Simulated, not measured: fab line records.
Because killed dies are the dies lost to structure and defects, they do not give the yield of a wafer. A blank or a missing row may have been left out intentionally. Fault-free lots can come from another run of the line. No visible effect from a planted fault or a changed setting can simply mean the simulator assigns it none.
fab line records + flow sky130
[record]
- lots = 13
- wafers = 39
- lastDay = 50
route steps=708 shown GATE_OXIDE@189 RES_PROTECT@210 LDD_P@262 LI_CONTACT@384
lots that met no fault: from a run of the same line without faults
startH: start of the lot's first displayed wafer, in hours after the record's first day + waitH: time in hours since the lot's previous step + " identical to the entry in the row above + L1.1+2: one row covering several wafers at once + - value missing, or start not given + * or withheld: withheld + < > ~ a bound
route shown NAME@n: a module of which the file shows steps, and the number in the route of the first + usual: average and standard deviation across the fault-free wafers + same: alike in all rows + chamber/n: place in a boat + sites: readings site by site + _std_site: the values' standard deviation + _edge_site: outer sites' mean less inner sites' + radiusMm: how far each site lies from the wafer's centre + mask NAME#n: copy n + behind: the last tool/chamber to shape the wafer + hold: reason for holding the lot/hours on hold/outcome of the hold + device: the n, p or np transistor that did not switch + end of line: tests of these same wafers at the route's end + where a step has no rows: the recipe by itself + killed: count of dies lost to structure and defects at first sort (not the wafer's yield) + map: the dies of a wafer, with x for killed, . for not killed, _ for no die there
set.NAME: the run value of the setting; set.NAME@STEP: its run value at that earlier step + model.NAME: the simulator's own value behind a step, which no gauge read
route steps across a sampled set of lots; one table per step, one row per wafer
services: the hour from which a tool's chamber was out of use, counted from the record's first day as startH (under 0 if before that day), plus the number of hours and why
[[steps]]
[step SKY_GATE_OXIDE_THK_MEAS_02]
[recipe]
- reads = SiO2_of_GATE_OXIDE_OXIDATION_01
[usual]
- GATE_OXIDE_OXIDATION_00_THK = 10.17/0.24
| lot.wafer | tool         | chamber | startH | waitH | GATE_OXIDE_OXIDATION_00_THK[nm] |
|-----------|--------------|---------|--------|-------|---------------------------------|
| L486.2    | filmMetro-02 | -       | 281.09 | 0.0   | 10.16                           |
| L486.4    | "            | -       | "      | "     | 9.96                            |
| L486.5    | "            | -       | "      | "     | 10.17                           |
| L490.2    | filmMetro-04 | -       | 321.25 | 0.0   | 10.42                           |
| L490.5    | "            | -       | "      | "     | 10.29                           |
| L490.6    | "            | -       | "      | "     | 10.67                           |
| L492.1    | filmMetro-02 | -       | 337.87 | 0.0   | 9.88                            |
| L492.4    | "            | -       | "      | "     | 10.08                           |
| L492.5    | "            | -       | "      | "     | 9.95                            |
| L493.1    | filmMetro-04 | -       | 342.69 | 0.0   | 10.59                           |
| L493.2    | "            | -       | "      | "     | 10.72                           |
| L493.4    | "            | -       | "      | "     | 10.48                           |
| L499.1    | filmMetro-04 | -       | 396.44 | 0.0   | 10.09                           |
| L499.3    | "            | -       | "      | "     | 10.24                           |
| L499.6    | "            | -       | "      | "     | 10.20                           |
| L501.1    | filmMetro-02 | -       | 431.27 | 0.0   | 10.05                           |
| L501.4    | "            | -       | "      | "     | 10.08                           |
| L501.5    | "            | -       | "      | "     | 9.90                            |
| L500.1    | filmMetro-04 | -       | 432.68 | 0.0   | 9.83                            |
| L500.4    | "            | -       | "      | "     | 9.83                            |
| L500.5    | "            | -       | "      | "     | 9.72                            |
| L502.3    | filmMetro-02 | -       | 432.70 | 0.0   | 10.03                           |
| L502.5    | "            | -       | "      | "     | 10.03                           |
| L502.6    | "            | -       | "      | "     | 9.97                            |
| L504.1    | filmMetro-03 | -       | 438.12 | 0.0   | 10.08                           |
| L504.3    | "            | -       | "      | "     | 10.11                           |
| L504.4    | "            | -       | "      | "     | 9.93                            |
| L506.3    | filmMetro-03 | -       | 451.11 | 0.0   | 10.27                           |
| L506.5    | "            | -       | "      | "     | 10.47                           |
| L506.6    | "            | -       | "      | "     | 10.65                           |
| L507.3    | filmMetro-02 | -       | 459.23 | 0.0   | 10.13                           |
| L507.4    | "            | -       | "      | "     | 10.10                           |
| L507.6    | "            | -       | "      | "     | 10.38                           |
| L508.1    | filmMetro-03 | -       | 472.89 | 0.0   | 10.22                           |
| L508.2    | "            | -       | "      | "     | 10.03                           |
| L508.3    | "            | -       | "      | "     | 10.06                           |
| L509.2    | filmMetro-04 | -       | 472.90 | 0.0   | 10.07                           |
| L509.4    | "            | -       | "      | "     | 10.19                           |
| L509.5    | "            | -       | "      | "     | 10.30                           |
[step SKY_RES_PROTECT_EXPOSE_04]
[recipe]
- maskId = RPM
- na = 0.6
- sourceShape = conventional
- sigmaOuter = 0.6
- polarization = unpolarized
- targetCdNm = 1270
- doseMj = 131
[usual]
- stageVelMmS = 499.99/0.26
| lot.wafer | tool            | chamber | startH | waitH | mask  | stageVelMmS |
|-----------|-----------------|---------|--------|-------|-------|-------------|
| L486.2    | ilineStepper-01 | 0       | 324.16 | -     | RPM#0 | 500.44      |
| L486.4    | "               | 0       | "      | "     | RPM#0 | 500.17      |
| L486.5    | "               | 0       | "      | "     | RPM#0 | 500.11      |
| L490.2    | ilineStepper-02 | 0       | 365.77 | -     | NTM#0 | 500.00      |
| L490.5    | "               | 0       | "      | "     | NTM#0 | 500.16      |
| L490.6    | "               | 0       | "      | "     | NTM#0 | 499.96      |
| L492.1    | ilineStepper-02 | 0       | 385.29 | -     | RPM#0 | 500.08      |
| L492.4    | "               | 0       | "      | "     | RPM#0 | 499.75      |
| L492.5    | "               | 0       | "      | "     | RPM#0 | 499.82      |
| L493.1    | ilineStepper-02 | 0       | 391.32 | -     | RPM#0 | 500.09      |
| L493.2    | "               | 0       | "      | "     | RPM#0 | 500.15      |
| L493.4    | "               | 0       | "      | "     | RPM#0 | 499.74      |
| L499.1    | ilineStepper-01 | 0       | 445.28 | -     | RPM#0 | 500.19      |
| L499.3    | "               | 0       | "      | "     | RPM#0 | 499.91      |
| L499.6    | "               | 0       | "      | "     | RPM#0 | 499.99      |
| L501.1    | ilineStepper-01 | 0       | 480.44 | -     | RPM#0 | 499.70      |
| L501.4    | "               | 0       | "      | "     | RPM#0 | 500.07      |
| L501.5    | "               | 0       | "      | "     | RPM#0 | 500.07      |
| L500.1    | ilineStepper-01 | 0       | 481.99 | -     | RPM#0 | 500.10      |
| L500.4    | "               | 0       | "      | "     | RPM#0 | 500.28      |
| L500.5    | "               | 0       | "      | "     | RPM#0 | 499.83      |
| L502.3    | ilineStepper-02 | 0       | 482.39 | -     | RPM#0 | 500.12      |
| L502.5    | "               | 0       | "      | "     | RPM#0 | 499.98      |
| L502.6    | "               | 0       | "      | "     | RPM#0 | 499.94      |
| L504.1    | ilineStepper-01 | 0       | 487.80 | -     | RPM#0 | 499.94      |
| L504.3    | "               | 0       | "      | "     | RPM#0 | 500.31      |
| L504.4    | "               | 0       | "      | "     | RPM#0 | 500.00      |
| L506.3    | ilineStepper-01 | 0       | 499.33 | -     | RPM#0 | 500.13      |
| L506.5    | "               | 0       | "      | "     | RPM#0 | 499.72      |
| L506.6    | "               | 0       | "      | "     | RPM#0 | 499.70      |
| L507.3    | ilineStepper-01 | 0       | 506.96 | -     | RPM#0 | 500.03      |
| L507.4    | "               | 0       | "      | "     | RPM#0 | 500.34      |
| L507.6    | "               | 0       | "      | "     | RPM#0 | 499.91      |
| L508.1    | ilineStepper-02 | 0       | 522.35 | -     | RPM#0 | 499.89      |
| L508.2    | "               | 0       | "      | "     | RPM#0 | 499.62      |
| L508.3    | "               | 0       | "      | "     | RPM#0 | 499.83      |
| L509.2    | ilineStepper-01 | 0       | 523.68 | -     | RPM#0 | 500.16      |
| L509.4    | "               | 0       | "      | "     | RPM#0 | 500.03      |
| L509.5    | "               | 0       | "      | "     | RPM#0 | 499.52      |
[step SKY_RES_PROTECT_TW_MEAS_08]
[usual]
- POLY_GATE_TW = 4042/37
| lot.wafer | tool         | chamber | startH | waitH | POLY_GATE_TW |
|-----------|--------------|---------|--------|-------|--------------|
| L486.2    | filmMetro-01 | -       | 338.00 | 0.1   | 4023         |
| L486.4    | "            | -       | "      | "     | 4027         |
| L486.5    | "            | -       | "      | "     | 4026         |
| L490.2    | filmMetro-04 | -       | 379.75 | 0.1   | 30           |
| L490.5    | "            | -       | "      | "     | 30           |
| L490.6    | "            | -       | "      | "     | 30           |
| L492.1    | filmMetro-01 | -       | 399.52 | 0.1   | 4033         |
| L492.4    | "            | -       | "      | "     | 4023         |
| L492.5    | "            | -       | "      | "     | 4020         |
| L493.1    | filmMetro-04 | -       | 405.99 | 0.1   | 4056         |
| L493.2    | "            | -       | "      | "     | 4064         |
| L493.4    | "            | -       | "      | "     | 4048         |
| L499.1    | filmMetro-04 | -       | 461.12 | 0.1   | 4048         |
| L499.3    | "            | -       | "      | "     | 4089         |
| L499.6    | "            | -       | "      | "     | 4080         |
| L501.1    | filmMetro-04 | -       | 496.07 | 0.1   | 4037         |
| L501.4    | "            | -       | "      | "     | 4066         |
| L501.5    | "            | -       | "      | "     | 4077         |
| L500.1    | filmMetro-03 | -       | 497.59 | 0.1   | 3956         |
| L500.4    | "            | -       | "      | "     | 3966         |
| L500.5    | "            | -       | "      | "     | 3973         |
| L502.3    | filmMetro-04 | -       | 497.71 | 0.1   | 4060         |
| L502.5    | "            | -       | "      | "     | 4078         |
| L502.6    | "            | -       | "      | "     | 4048         |
| L504.1    | filmMetro-01 | -       | 503.57 | 0.1   | 4053         |
| L504.3    | "            | -       | "      | "     | 4040         |
| L504.4    | "            | -       | "      | "     | 4019         |
| L506.3    | filmMetro-04 | -       | 514.31 | 0.1   | 4039         |
| L506.5    | "            | -       | "      | "     | 4053         |
| L506.6    | "            | -       | "      | "     | 4050         |
| L507.3    | filmMetro-01 | -       | 522.51 | 0.1   | 4038         |
| L507.4    | "            | -       | "      | "     | 4023         |
| L507.6    | "            | -       | "      | "     | 4023         |
| L508.1    | filmMetro-03 | -       | 537.44 | 0.1   | 3991         |
| L508.2    | "            | -       | "      | "     | 3972         |
| L508.3    | "            | -       | "      | "     | 3990         |
| L509.2    | filmMetro-04 | -       | 538.35 | 0.1   | 4060         |
| L509.4    | "            | -       | "      | "     | 4066         |
| L509.5    | "            | -       | "      | "     | 4058         |
[step SKY_LDD_P_CD_MEAS_07]
[recipe]
- targetCdNm = 380
[usual]
- cdNm = 380.4/2.5
| lot.wafer | tool     | chamber | startH | waitH | cdNm  |
|-----------|----------|---------|--------|-------|-------|
| L486.2    | cdSem-01 | -       | 435.14 | 0.1   | 377.6 |
| L486.4    | "        | -       | "      | "     | 380.8 |
| L486.5    | "        | -       | "      | "     | 380.3 |
| L490.2    | cdSem-02 | -       | 473.94 | 0.1   | 384.0 |
| L490.5    | "        | -       | "      | "     | 384.1 |
| L490.6    | "        | -       | "      | "     | 382.3 |
| L492.1    | cdSem-02 | -       | 498.54 | 0.1   | 380.9 |
| L492.4    | "        | -       | "      | "     | 379.3 |
| L492.5    | "        | -       | "      | "     | 379.8 |
| L493.1    | cdSem-02 | -       | 504.52 | 0.1   | 377.3 |
| L493.2    | "        | -       | "      | "     | 378.0 |
| L493.4    | "        | -       | "      | "     | 378.9 |
| L499.1    | cdSem-01 | -       | 558.92 | 0.1   | 380.6 |
| L499.3    | "        | -       | "      | "     | 379.7 |
| L499.6    | "        | -       | "      | "     | 380.6 |
| L501.1    | cdSem-01 | -       | 590.47 | 0.1   | 382.1 |
| L501.4    | "        | -       | "      | "     | 381.9 |
| L501.5    | "        | -       | "      | "     | 382.1 |
| L502.3    | cdSem-02 | -       | 593.31 | 0.1   | 384.7 |
| L502.5    | "        | -       | "      | "     | 382.9 |
| L502.6    | "        | -       | "      | "     | 386.5 |
| L500.1    | cdSem-02 | -       | 593.69 | 0.1   | 378.2 |
| L500.4    | "        | -       | "      | "     | 378.3 |
| L500.5    | "        | -       | "      | "     | 378.0 |
| L504.1    | cdSem-01 | -       | 597.27 | 0.1   | 379.8 |
| L504.3    | "        | -       | "      | "     | 381.3 |
| L504.4    | "        | -       | "      | "     | 377.6 |
| L506.3    | cdSem-02 | -       | 608.56 | 0.1   | 383.1 |
| L506.5    | "        | -       | "      | "     | 382.8 |
| L506.6    | "        | -       | "      | "     | 381.5 |
| L507.3    | cdSem-01 | -       | 616.13 | 0.1   | 382.3 |
| L507.4    | "        | -       | "      | "     | 387.0 |
| L507.6    | "        | -       | "      | "     | 382.9 |
| L508.1    | cdSem-02 | -       | 631.27 | 0.1   | 379.2 |
| L508.2    | "        | -       | "      | "     | 382.4 |
| L508.3    | "        | -       | "      | "     | 377.2 |
| L509.2    | cdSem-02 | -       | 633.94 | 0.1   | 379.1 |
| L509.4    | "        | -       | "      | "     | 380.4 |
| L509.5    | "        | -       | "      | "     | 377.7 |
[step SKY_LI_CONTACT_RS_MEAS_22]
[recipe]
- thkMeasGauge = four-point-probe
- reads = W_of_LI_CONTACT_CVD_21+TiN_of_LI_CONTACT_SPUTTER_20+Ti_of_LI_CONTACT_SPUTTER_19
[usual]
- LI_CONTACT_W_RS = 0.280/0.0033
| lot.wafer | tool         | chamber | startH | waitH | LI_CONTACT_W_RS[ohm/sq] |
|-----------|--------------|---------|--------|-------|-------------------------|
| L486.2    | filmMetro-03 | -       | 677.76 | 0.2   | 0.277                   |
| L486.4    | "            | -       | "      | "     | 0.280                   |
| L486.5    | "            | -       | "      | "     | 0.278                   |
| L490.2    | filmMetro-02 | -       | 714.93 | 0.1   | 0.278                   |
| L490.5    | "            | -       | "      | "     | 0.279                   |
| L490.6    | "            | -       | "      | "     | 0.273                   |
| L492.1    | filmMetro-01 | -       | 735.88 | 0.1   | 0.279                   |
| L492.4    | "            | -       | "      | "     | 0.282                   |
| L492.5    | "            | -       | "      | "     | 0.283                   |
| L493.1    | filmMetro-02 | -       | 741.65 | 0.1   | 0.279                   |
| L493.2    | "            | -       | "      | "     | 0.279                   |
| L493.4    | "            | -       | "      | "     | 0.282                   |
| L499.1    | filmMetro-01 | -       | 789.66 | 0.3   | 0.276                   |
| L499.3    | "            | -       | "      | "     | 0.277                   |
| L499.6    | "            | -       | "      | "     | 0.280                   |
| L501.1    | filmMetro-03 | -       | 818.56 | 0.1   | 0.287                   |
| L501.4    | "            | -       | "      | "     | 0.286                   |
| L501.5    | "            | -       | "      | "     | 0.288                   |
| L502.3    | filmMetro-03 | -       | 819.55 | 0.1   | 0.275                   |
| L502.5    | "            | -       | "      | "     | 0.277                   |
| L502.6    | "            | -       | "      | "     | 0.278                   |
| L500.1    | filmMetro-03 | -       | 822.43 | 0.1   | 0.276                   |
| L500.4    | "            | -       | "      | "     | 0.277                   |
| L500.5    | "            | -       | "      | "     | 0.277                   |
| L504.1    | filmMetro-03 | -       | 827.38 | 0.1   | 0.279                   |
| L504.3    | "            | -       | "      | "     | 0.276                   |
| L504.4    | "            | -       | "      | "     | 0.278                   |
| L506.3    | filmMetro-01 | -       | 834.77 | 0.1   | 0.277                   |
| L506.5    | "            | -       | "      | "     | 0.277                   |
| L506.6    | "            | -       | "      | "     | 0.283                   |
| L507.3    | filmMetro-03 | -       | 840.11 | 0.1   | 0.277                   |
| L507.4    | "            | -       | "      | "     | 0.277                   |
| L507.6    | "            | -       | "      | "     | 0.280                   |
| L508.1    | filmMetro-03 | -       | 854.52 | 0.1   | 0.280                   |
| L508.2    | "            | -       | "      | "     | 0.282                   |
| L508.3    | "            | -       | "      | "     | 0.281                   |
| L509.2    | filmMetro-03 | -       | 856.83 | 0.1   | 0.275                   |
| L509.4    | "            | -       | "      | "     | 0.274                   |
| L509.5    | "            | -       | "      | "     | 0.275                   |
[[services]]
| tool            | chamber | startH | hours | kind                   |
|-----------------|---------|--------|-------|------------------------|
| ilineStepper-01 | -       | 361.39 | 2.1   | pm                     |
| ilineStepper-01 | -       | 363.47 | -     | consumableReplace:lamp |
| ilineStepper-02 | -       | 372.32 | 1.7   | pm                     |
| ilineStepper-01 | -       | 382.54 | 1.7   | pm                     |
| ilineStepper-02 | -       | 388.28 | 1.0   | repair                 |
[[key]]
[firstSign]
- step = SKY_RES_PROTECT_EXPOSE_04
- reading = mask
- direction = changed
[effect]
- step = SKY_RES_PROTECT_TW_MEAS_08
- reading = POLY_GATE_TW
- direction = down
- sigmas = 99+
- usual = 4042
- struck = 30
metAt SKY_RES_PROTECT_EXPOSE_04
struckLots L490
testerLeftOut L490
notActingAt SKY_GATE_OXIDE_THK_MEAS_02,SKY_LDD_P_CD_MEAS_07,SKY_LI_CONTACT_RS_MEAS_22
[fault]
- kind = wrongMask
- tool = any
- chamber = -
- onsetH = 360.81
- steps = SKY_RES_PROTECT_EXPOSE_04
- auxCopy = NTM#0
- scope = struckLotsOnly
// testerLeftOut: of these lots the tester's yield and bins aren't shown, on N5 and GAA mostly nor the transistor test; their killed dies are dies lost to structure and defects alone, not to doping, threshold or leakage, so they don't give the yield
